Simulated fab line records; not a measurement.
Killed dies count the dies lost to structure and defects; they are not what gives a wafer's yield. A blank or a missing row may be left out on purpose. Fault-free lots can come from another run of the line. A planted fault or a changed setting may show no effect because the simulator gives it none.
Matching of chambers / flow sfq line / cmp-01 running SFQ_TRILAYER_I6_CMP_CMP_166: 4 sister chambers
The step polishes SiO2. 14 wafers are shown with their chamber, then 6 later ones without.

== WAFERS, EACH WITH ITS CHAMBER ==
wafer=L712.1; chamber=2; motor current A (A)=9.9; time to endpoint s (s)=213; slurry filter dp kPa (kPa)=13.57
wafer=L712.5; chamber=2; motor current A (A)=10.1; time to endpoint s (s)=216; slurry filter dp kPa (kPa)=13.44
wafer=L712.6; chamber=3; motor current A (A)=10.6; time to endpoint s (s)=235; slurry filter dp kPa (kPa)=13.64
wafer=L714.2; chamber=2; motor current A (A)=10.4; time to endpoint s (s)=213; slurry filter dp kPa (kPa)=13.41
wafer=L714.4; chamber=3; motor current A (A)=10.9; time to endpoint s (s)=227; slurry filter dp kPa (kPa)=13.59
wafer=L714.5; chamber=2; motor current A (A)=9.6; time to endpoint s (s)=226; slurry filter dp kPa (kPa)=13.61
wafer=L716.4; chamber=2; motor current A (A)=10.1; time to endpoint s (s)=224; slurry filter dp kPa (kPa)=13.73
wafer=L716.1; chamber=0; motor current A (A)=8.4; time to endpoint s (s)=231; slurry filter dp kPa (kPa)=13.57
wafer=L716.5; chamber=2; motor current A (A)=9.7; time to endpoint s (s)=228; slurry filter dp kPa (kPa)=13.56
wafer=L717.2; chamber=1; motor current A (A)=9.7; time to endpoint s (s)=218; slurry filter dp kPa (kPa)=13.38
wafer=L717.3; chamber=2; motor current A (A)=10.2; time to endpoint s (s)=211; slurry filter dp kPa (kPa)=13.39
wafer=L717.6; chamber=1; motor current A (A)=10.2; time to endpoint s (s)=226; slurry filter dp kPa (kPa)=13.53
wafer=L718.2; chamber=2; motor current A (A)=10.1; time to endpoint s (s)=207; slurry filter dp kPa (kPa)=13.37
wafer=L718.4; chamber=3; motor current A (A)=10.3; time to endpoint s (s)=225; slurry filter dp kPa (kPa)=13.49

SIGNATURES (means of the wafers above)
reading=motor current A; chamber 0=8.400; chamber 1=9.950; chamber 2=10.012; chamber 3=10.600; scatter within a chamber=0.282
reading=time to endpoint s; chamber 0=231.00; chamber 1=222.00; chamber 2=217.25; chamber 3=229.00; scatter within a chamber=7.12
reading=slurry filter dp kPa; chamber 0=13.5700; chamber 1=13.4550; chamber 2=13.5100; chamber 3=13.5733; scatter within a chamber=0.117
Rule: a wafer's distance from a chamber is the root of the sum, over the readings, of the square of ((its reading less the chamber's mean) divided by the reading's scatter). The wafer belongs to the nearest chamber; if the next one is less than 2 further off, it can't be placed. How the scatter is found: for the shown wafers, subtract from each reading the mean of its chamber, square and add these, divide the total by (wafers less chambers), then take the root.

== WAFERS WHOSE CHAMBER IS MISSING ==
wafer=L718.6; motor current A (A)=9.7; time to endpoint s (s)=210; slurry filter dp kPa (kPa)=13.56
wafer=L721.1; motor current A (A)=9.8; time to endpoint s (s)=208; slurry filter dp kPa (kPa)=13.76
wafer=L721.2; motor current A (A)=8.9; time to endpoint s (s)=213; slurry filter dp kPa (kPa)=13.37
wafer=L721.5; motor current A (A)=9.1; time to endpoint s (s)=214; slurry filter dp kPa (kPa)=13.40
wafer=L729.4; motor current A (A)=9.6; time to endpoint s (s)=212; slurry filter dp kPa (kPa)=13.61
wafer=L730.2; motor current A (A)=10.3; time to endpoint s (s)=209; slurry filter dp kPa (kPa)=13.57

== WHICH CHAMBER EACH WENT THROUGH ==
wafer=L718.6; from the rows above=can't be placed: 2 or 1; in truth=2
wafer=L721.1; from the rows above=can't be placed: 2 or 1 or 3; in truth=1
wafer=L721.2; from the rows above=can't be placed: 0 or 1 or 2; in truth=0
wafer=L721.5; from the rows above=can't be placed: 1 or 2 or 0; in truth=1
wafer=L729.4; from the rows above=can't be placed: 2 or 1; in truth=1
wafer=L730.2; from the rows above=can't be placed: 2 or 1 or 3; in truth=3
Correctly placed: 0 of 6. Cannot be placed on the basis of these rows: 6; the candidates contain the true chamber in 6. Wrongly placed: 0.
